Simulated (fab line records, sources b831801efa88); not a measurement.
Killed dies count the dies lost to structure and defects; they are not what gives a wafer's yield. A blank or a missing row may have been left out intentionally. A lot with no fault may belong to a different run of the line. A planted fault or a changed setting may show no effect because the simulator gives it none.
fab line records / flow sfq_line
record: lots: 15 wafers: 45 last_day: 97
route steps=325 shown M6@262
lots that met no fault: taken from a fault-free run of the same line
start_h: the number of hours between the record's first day and the start of the first shown wafer of the lot / wait_h: hours since the lot's step before / " unchanged from the row above / L1.1+2: several wafers, shown together as one row / - no value, or no start given / * or withheld: withheld / < > ~ a bound
route shown NAME@n: a module of which the file shows steps, and the number in the route of the first / usual: mean/standard deviation taken from wafers without a fault / same: alike in all rows / chamber/n: place in a boat / sites: each site's reading / _std_site: their standard deviation / _edge_site: outer sites' mean less inner sites' / radius_mm: for every site, how far away it sits from the centre of the wafer / mask NAME#n: copy n / behind: tool/chamber where the wafer was last shaped / hold: cause of the lot's hold/its duration in hours/its outcome / device: names the non-switching transistor (n, p or np) / end of line: tests of these same wafers at the route's end / a step without rows: its recipe alone / killed: at the first sort, the dies lost to defects and structure; wafer yield is something else / map: per-die view of a wafer (x killed, . not killed, _ where there is no die)
set.NAME: the setting that was run; set.NAME@STEP: the one run at that earlier step / model.NAME: the simulator's own value behind a step, which no gauge read
a sample of lots followed through the steps of the route, with each step as a table and each wafer as a row
services: from which hour (start_h, from the record's first day; less than 0 if before it) a tool's chamber was out of use, for how many hours, and why
== steps ==
step: SFQ_TRILAYER_M6_BARC_OPEN_METAL_ETCH_206
recipe: mask_material: PR chemistry: O2 target_depth_nm: 125 target: BARC icp_w: 600 bias_w: 80 pressure_mtorr: 10 time_s: 41.7
usual: drypump_motor_current_A: 5.7/0.46 oes_product_au: 0.680/0.005 run_length_s: 70.2/0.78
lot.wafer=L461.1 tool=rie_metal-03 chamber=0 start_h=1837.59 wait_h=0.0 drypump_motor_current_A=5.6 oes_product_au=0.678 rf_hours_counter_h=33 run_length_s=70.3
lot.wafer=L461.2 tool=rie_metal-03 chamber=1 start_h=1837.59 wait_h=0.0 drypump_motor_current_A=4.9 oes_product_au=0.682 rf_hours_counter_h=94 run_length_s=70.1
lot.wafer=L461.5 tool=rie_metal-03 chamber=0 start_h=1837.59 wait_h=0.0 drypump_motor_current_A=5.5 oes_product_au=0.675 rf_hours_counter_h=- run_length_s=69.9
lot.wafer=L462.1 tool=rie_metal-02 chamber=1 start_h=1839.99 wait_h=0.0 drypump_motor_current_A=6.3 oes_product_au=0.682 rf_hours_counter_h=84 run_length_s=69.2
lot.wafer=L462.2 tool=rie_metal-02 chamber=0 start_h=1839.99 wait_h=0.0 drypump_motor_current_A=6.0 oes_product_au=0.679 rf_hours_counter_h=116 run_length_s=70.5
lot.wafer=L462.5 tool=rie_metal-02 chamber=1 start_h=1839.99 wait_h=0.0 drypump_motor_current_A=6.3 oes_product_au=0.675 rf_hours_counter_h=- run_length_s=69.4
lot.wafer=L468.3 tool=rie_metal-02 chamber=0 start_h=1866.37 wait_h=0.0 drypump_motor_current_A=6.1 oes_product_au=0.679 rf_hours_counter_h=- run_length_s=71.2
lot.wafer=L468.4 tool=rie_metal-02 chamber=1 start_h=1866.37 wait_h=0.0 drypump_motor_current_A=6.3 oes_product_au=0.679 rf_hours_counter_h=- run_length_s=69.9
lot.wafer=L468.6 tool=rie_metal-02 chamber=0 start_h=1866.37 wait_h=0.0 drypump_motor_current_A=6.1 oes_product_au=0.678 rf_hours_counter_h=- run_length_s=70.4
lot.wafer=L469.3 tool=rie_metal-01 chamber=0 start_h=1872.38 wait_h=0.0 drypump_motor_current_A=5.9 oes_product_au=0.670 rf_hours_counter_h=- run_length_s=70.9
lot.wafer=L469.4 tool=rie_metal-01 chamber=1 start_h=1872.38 wait_h=0.0 drypump_motor_current_A=5.4 oes_product_au=0.682 rf_hours_counter_h=- run_length_s=70.0
lot.wafer=L469.5 tool=rie_metal-01 chamber=0 start_h=1872.38 wait_h=0.0 drypump_motor_current_A=5.9 oes_product_au=0.675 rf_hours_counter_h=- run_length_s=70.5
lot.wafer=L470.1 tool=rie_metal-01 chamber=0 start_h=1877.50 wait_h=0.0 drypump_motor_current_A=5.9 oes_product_au=0.668 rf_hours_counter_h=112 run_length_s=70.2
lot.wafer=L470.2 tool=rie_metal-01 chamber=1 start_h=1877.50 wait_h=0.0 drypump_motor_current_A=5.4 oes_product_au=0.683 rf_hours_counter_h=87 run_length_s=69.9
lot.wafer=L470.3 tool=rie_metal-01 chamber=1 start_h=1877.50 wait_h=0.0 drypump_motor_current_A=5.3 oes_product_au=0.671 rf_hours_counter_h=- run_length_s=69.5
lot.wafer=L471.3 tool=rie_metal-02 chamber=0 start_h=1889.09 wait_h=0.0 drypump_motor_current_A=6.1 oes_product_au=0.679 rf_hours_counter_h=- run_length_s=70.5
lot.wafer=L471.5 tool=rie_metal-02 chamber=1 start_h=1889.09 wait_h=0.0 drypump_motor_current_A=6.3 oes_product_au=0.755 rf_hours_counter_h=- run_length_s=64.2
lot.wafer=L471.6 tool=rie_metal-02 chamber=0 start_h=1889.09 wait_h=0.0 drypump_motor_current_A=6.1 oes_product_au=0.684 rf_hours_counter_h=- run_length_s=70.7
lot.wafer=L472.3 tool=rie_metal-01 chamber=0 start_h=1901.42 wait_h=0.0 drypump_motor_current_A=5.9 oes_product_au=0.682 rf_hours_counter_h=- run_length_s=70.7
lot.wafer=L472.4 tool=rie_metal-01 chamber=1 start_h=1901.42 wait_h=0.0 drypump_motor_current_A=5.3 oes_product_au=0.680 rf_hours_counter_h=- run_length_s=69.5
lot.wafer=L472.5 tool=rie_metal-01 chamber=0 start_h=1901.42 wait_h=0.0 drypump_motor_current_A=5.9 oes_product_au=0.679 rf_hours_counter_h=- run_length_s=70.4
lot.wafer=L473.1 tool=rie_metal-02 chamber=0 start_h=1903.80 wait_h=0.0 drypump_motor_current_A=6.1 oes_product_au=0.675 rf_hours_counter_h=125 run_length_s=70.8
lot.wafer=L473.2 tool=rie_metal-02 chamber=1 start_h=1903.80 wait_h=0.0 drypump_motor_current_A=6.3 oes_product_au=0.755 rf_hours_counter_h=96 run_length_s=64.1
lot.wafer=L473.4 tool=rie_metal-02 chamber=0 start_h=1903.80 wait_h=0.0 drypump_motor_current_A=6.0 oes_product_au=0.681 rf_hours_counter_h=- run_length_s=70.8
lot.wafer=L474.3 tool=rie_metal-02 chamber=0 start_h=1906.08 wait_h=0.0 drypump_motor_current_A=6.0 oes_product_au=0.683 rf_hours_counter_h=- run_length_s=70.7
lot.wafer=L474.4 tool=rie_metal-02 chamber=1 start_h=1906.08 wait_h=0.0 drypump_motor_current_A=6.3 oes_product_au=0.750 rf_hours_counter_h=- run_length_s=64.5
lot.wafer=L474.5 tool=rie_metal-02 chamber=1 start_h=1906.08 wait_h=0.0 drypump_motor_current_A=6.3 oes_product_au=0.755 rf_hours_counter_h=- run_length_s=64.3
lot.wafer=L477.3 tool=rie_metal-03 chamber=0 start_h=1947.98 wait_h=0.0 drypump_motor_current_A=5.5 oes_product_au=0.674 rf_hours_counter_h=- run_length_s=70.1
lot.wafer=L477.5 tool=rie_metal-03 chamber=1 start_h=1947.98 wait_h=0.0 drypump_motor_current_A=4.8 oes_product_au=0.681 rf_hours_counter_h=- run_length_s=69.7
lot.wafer=L477.6 tool=rie_metal-03 chamber=0 start_h=1947.98 wait_h=0.0 drypump_motor_current_A=5.5 oes_product_au=0.684 rf_hours_counter_h=- run_length_s=70.0
lot.wafer=L478.3 tool=rie_metal-02 chamber=1 start_h=1963.55 wait_h=0.1 drypump_motor_current_A=6.3 oes_product_au=0.681 rf_hours_counter_h=- run_length_s=69.4
lot.wafer=L478.4 tool=rie_metal-02 chamber=1 start_h=1963.55 wait_h=0.1 drypump_motor_current_A=6.3 oes_product_au=0.676 rf_hours_counter_h=- run_length_s=69.9
lot.wafer=L478.5 tool=rie_metal-02 chamber=1 start_h=1963.55 wait_h=0.1 drypump_motor_current_A=6.3 oes_product_au=0.680 rf_hours_counter_h=- run_length_s=69.4
lot.wafer=L479.1 tool=rie_metal-03 chamber=0 start_h=1964.71 wait_h=0.0 drypump_motor_current_A=5.6 oes_product_au=0.681 rf_hours_counter_h=55 run_length_s=69.7
lot.wafer=L479.3 tool=rie_metal-03 chamber=0 start_h=1964.71 wait_h=0.0 drypump_motor_current_A=5.6 oes_product_au=0.681 rf_hours_counter_h=- run_length_s=70.1
lot.wafer=L479.4 tool=rie_metal-03 chamber=1 start_h=1964.71 wait_h=0.0 drypump_motor_current_A=4.8 oes_product_au=0.683 rf_hours_counter_h=- run_length_s=70.4
lot.wafer=L480.2 tool=rie_metal-01 chamber=1 start_h=1967.11 wait_h=0.0 drypump_motor_current_A=5.4 oes_product_au=0.683 rf_hours_counter_h=104 run_length_s=69.9
lot.wafer=L480.5 tool=rie_metal-01 chamber=1 start_h=1967.11 wait_h=0.0 drypump_motor_current_A=5.4 oes_product_au=0.687 rf_hours_counter_h=- run_length_s=69.7
lot.wafer=L480.6 tool=rie_metal-01 chamber=0 start_h=1967.11 wait_h=0.0 drypump_motor_current_A=5.9 oes_product_au=0.695 rf_hours_counter_h=- run_length_s=70.2
lot.wafer=L481.3 tool=rie_metal-01 chamber=0 start_h=2012.48 wait_h=0.0 drypump_motor_current_A=5.9 oes_product_au=0.679 rf_hours_counter_h=- run_length_s=70.4
lot.wafer=L481.4 tool=rie_metal-01 chamber=1 start_h=2012.48 wait_h=0.0 drypump_motor_current_A=5.3 oes_product_au=0.681 rf_hours_counter_h=- run_length_s=69.6
lot.wafer=L481.5 tool=rie_metal-01 chamber=1 start_h=2012.48 wait_h=0.0 drypump_motor_current_A=5.4 oes_product_au=0.687 rf_hours_counter_h=- run_length_s=69.9
lot.wafer=L483.1 tool=rie_metal-03 chamber=1 start_h=2047.47 wait_h=0.0 drypump_motor_current_A=4.8 oes_product_au=0.680 rf_hours_counter_h=127 run_length_s=70.3
lot.wafer=L483.5 tool=rie_metal-03 chamber=0 start_h=2047.47 wait_h=0.0 drypump_motor_current_A=5.5 oes_product_au=0.678 rf_hours_counter_h=- run_length_s=70.1
lot.wafer=L483.6 tool=rie_metal-03 chamber=1 start_h=2047.47 wait_h=0.0 drypump_motor_current_A=4.8 oes_product_au=0.686 rf_hours_counter_h=- run_length_s=69.7
== services ==
tool=rie_metal-02 chamber=0 start_h=1852.21 hours=7.7 kind=repair
tool=rie_metal-03 chamber=- start_h=1934.81 hours=0.6 kind=repair
tool=rie_metal-02 chamber=- start_h=1941.40 hours=14.6 kind=pm
tool=rie_metal-02 chamber=0 start_h=1956.00 hours=- kind=clean
tool=rie_metal-02 chamber=0 start_h=1956.00 hours=21.7 kind=scheduled_down
tool=rie_metal-02 chamber=0 start_h=1956.00 hours=21.7 kind=vent_cycle
tool=rie_metal-02 chamber=- start_h=1956.69 hours=0.2 kind=repair
tool=rie_metal-01 chamber=0 start_h=1992.82 hours=- kind=clean
tool=rie_metal-01 chamber=0 start_h=1992.82 hours=18.3 kind=scheduled_down
tool=rie_metal-01 chamber=0 start_h=1992.82 hours=18.3 kind=vent_cycle
tool=rie_metal-01 chamber=- start_h=2006.24 hours=2.8 kind=pm
tool=rie_metal-01 chamber=- start_h=2032.17 hours=2.1 kind=repair
== key ==
first_sign: step: SFQ_TRILAYER_M6_BARC_OPEN_METAL_ETCH_206 reading: oes_product_au direction: up sigmas: 15 usual: 0.680 struck: 0.754
effect: step: SFQ_TRILAYER_M6_BARC_OPEN_METAL_ETCH_206 reading: run_length_s direction: down sigmas: 7.6 usual: * struck: *
met_at SFQ_TRILAYER_M6_BARC_OPEN_METAL_ETCH_206
struck_lots L471,L473,L474
struck_wafers L471.5,L473.2,L474.4,L474.5
onset_between 1866.37 1889.09
fault: kind: process_parameter_drift tool: rie_metal-02 chamber: 1 onset_h: 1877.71 steps: SFQ_TRILAYER_M6_BARC_OPEN_METAL_ETCH_206 channel: time_s offset: * shape: step end_h: 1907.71 acts_in: * stated: *
